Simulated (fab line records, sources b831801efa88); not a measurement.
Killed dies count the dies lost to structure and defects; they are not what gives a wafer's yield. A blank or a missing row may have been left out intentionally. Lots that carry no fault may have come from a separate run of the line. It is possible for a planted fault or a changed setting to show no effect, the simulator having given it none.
Lot-split experiment / flow gf180mcu / 23 wafers read across 5 lots, on a route 602 steps long

SPLIT DETAILS
At GF_V4_CVD_00 (deposits SiO2, target thk 600 nm, time 100 s), the setting sih4 flow sccm was moved away from the recipe's 60 sccm on 4 of the 23 wafers read, by -14.6% to +10.5%. For the rest of the wafers, this setting stayed at what the recipe calls for.

The file shows no step between the split and the reading.

THE READING
V4_CVD_00_THK at GF_V4_THK_MEAS_01, in nm. Typical for fault-free wafers on this fab line: 604 nm, with standard deviation 5.2 nm.

wafer=L074.1; tool, chamber at the split=hdpcvd-02, 2; sih4 flow sccm as run, sccm=60; against the recipe=recipe; V4_CVD_00_THK, nm=600; against lot-mates on the recipe=-
wafer=L074.2; tool, chamber at the split=hdpcvd-02, 0; sih4 flow sccm as run, sccm=60; against the recipe=recipe; V4_CVD_00_THK, nm=609; against lot-mates on the recipe=-
wafer=L074.4; tool, chamber at the split=hdpcvd-02, 2; sih4 flow sccm as run, sccm=60; against the recipe=recipe; V4_CVD_00_THK, nm=603; against lot-mates on the recipe=-
wafer=L074.5; tool, chamber at the split=hdpcvd-02, 1; sih4 flow sccm as run, sccm=60; against the recipe=recipe; V4_CVD_00_THK, nm=599; against lot-mates on the recipe=-
wafer=L074.6; tool, chamber at the split=hdpcvd-02, 0; sih4 flow sccm as run, sccm=60; against the recipe=recipe; V4_CVD_00_THK, nm=605; against lot-mates on the recipe=-
wafer=L077.1; tool, chamber at the split=hdpcvd-02, 2; sih4 flow sccm as run, sccm=51.22; against the recipe=-14.6%; V4_CVD_00_THK, nm=513; against lot-mates on the recipe=-92
wafer=L077.2; tool, chamber at the split=hdpcvd-02, 1; sih4 flow sccm as run, sccm=60; against the recipe=recipe; V4_CVD_00_THK, nm=604; against lot-mates on the recipe=-
wafer=L077.4; tool, chamber at the split=hdpcvd-02, 0; sih4 flow sccm as run, sccm=60; against the recipe=recipe; V4_CVD_00_THK, nm=608; against lot-mates on the recipe=-
wafer=L077.5; tool, chamber at the split=hdpcvd-02, 1; sih4 flow sccm as run, sccm=51.22; against the recipe=-14.6%; V4_CVD_00_THK, nm=515; against lot-mates on the recipe=-90
wafer=L077.6; tool, chamber at the split=hdpcvd-02, 2; sih4 flow sccm as run, sccm=60; against the recipe=recipe; V4_CVD_00_THK, nm=604; against lot-mates on the recipe=-
wafer=L079.1; tool, chamber at the split=hdpcvd-01, 2; sih4 flow sccm as run, sccm=60; against the recipe=recipe; V4_CVD_00_THK, nm=603; against lot-mates on the recipe=-
wafer=L079.3; tool, chamber at the split=hdpcvd-01, 1; sih4 flow sccm as run, sccm=60; against the recipe=recipe; V4_CVD_00_THK, nm=599; against lot-mates on the recipe=-
wafer=L079.6; tool, chamber at the split=hdpcvd-01, 1; sih4 flow sccm as run, sccm=60; against the recipe=recipe; V4_CVD_00_THK, nm=592; against lot-mates on the recipe=-
wafer=L078.1; tool, chamber at the split=hdpcvd-01, 0; sih4 flow sccm as run, sccm=60; against the recipe=recipe; V4_CVD_00_THK, nm=612; against lot-mates on the recipe=-
wafer=L078.2; tool, chamber at the split=hdpcvd-01, 2; sih4 flow sccm as run, sccm=60; against the recipe=recipe; V4_CVD_00_THK, nm=608; against lot-mates on the recipe=-
wafer=L078.4; tool, chamber at the split=hdpcvd-01, 0; sih4 flow sccm as run, sccm=60; against the recipe=recipe; V4_CVD_00_THK, nm=608; against lot-mates on the recipe=-
wafer=L078.5; tool, chamber at the split=hdpcvd-01, 2; sih4 flow sccm as run, sccm=60; against the recipe=recipe; V4_CVD_00_THK, nm=608; against lot-mates on the recipe=-
wafer=L078.6; tool, chamber at the split=hdpcvd-01, 1; sih4 flow sccm as run, sccm=60; against the recipe=recipe; V4_CVD_00_THK, nm=608; against lot-mates on the recipe=-
wafer=L084.1; tool, chamber at the split=hdpcvd-01, 2; sih4 flow sccm as run, sccm=60; against the recipe=recipe; V4_CVD_00_THK, nm=607; against lot-mates on the recipe=-
wafer=L084.2; tool, chamber at the split=hdpcvd-01, 0; sih4 flow sccm as run, sccm=60; against the recipe=recipe; V4_CVD_00_THK, nm=597; against lot-mates on the recipe=-
wafer=L084.3; tool, chamber at the split=hdpcvd-01, 1; sih4 flow sccm as run, sccm=60; against the recipe=recipe; V4_CVD_00_THK, nm=603; against lot-mates on the recipe=-
wafer=L084.5; tool, chamber at the split=hdpcvd-01, 0; sih4 flow sccm as run, sccm=66.27; against the recipe=+10.5%; V4_CVD_00_THK, nm=671; against lot-mates on the recipe=+69
wafer=L084.6; tool, chamber at the split=hdpcvd-01, 1; sih4 flow sccm as run, sccm=66.27; against the recipe=+10.5%; V4_CVD_00_THK, nm=658; against lot-mates on the recipe=+56

FIT RESULTS
A straight line over all 23 wafers: V4_CVD_00_THK changes by +6.02 nm for each +1% of sih4 flow sccm; r = +0.99; the points scatter about the line by 5.1 nm.
The same after taking each lot's own level away (the mean of its wafers on the recipe; 23 wafers): +6.14 nm for each +1%; r = +0.99; scatter 3.8 nm.
According to that fit, moving sih4 flow sccm by its largest amount changes the reading by 90 nm.
Across the lots, their own levels run from 598.0 to 608.8 nm, a range of 2.1 times the standard deviation given above.
The two slopes agree, so the slope changes little with the lot-to-lot level.
Check: for one of the wafers moved furthest among these (-14.6%), held out of the fit, the line's prediction against its lot-mates is -88.9 nm. It came out at -92.3 nm against them.

OTHER SPLITS ON THESE WAFERS
Before the reading, these wafers also passed through other splits. Each is held against what the fit with the lots' levels taken away leaves over:
other split on the same wafers=GF_M3_SPUTTER_02 power w; wafers away from the commonest value=8; r with V4_CVD_00_THK (lot level and that fit taken away)=-0.28
other split on the same wafers=GF_V3_SPUTTER_22 time s; wafers away from the commonest value=10; r with V4_CVD_00_THK (lot level and that fit taken away)=-0.11

THE WHOLE CHAIN: every reading that the file lists as answering this split, in the file's order
step=GF_V4_CVD_00; what it does=deposits SiO2, target thk 600 nm, time 100 s; reading=SiO2_of_V4_CVD_00.thk nm (the simulator's own value, which no gauge read); change (the file's fit)=+6.08 nm for each +1% of the setting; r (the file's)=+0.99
step=GF_V4_THK_MEAS_01; what it does=; reading=V4_CVD_00_THK; change (the file's fit)=+6.11 for each +1% of the setting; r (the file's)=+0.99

THE FILE'S OWN FIT
V4_CVD_00_THK changes by +6.11 nm for each +1% of sih4 flow sccm, r = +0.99.
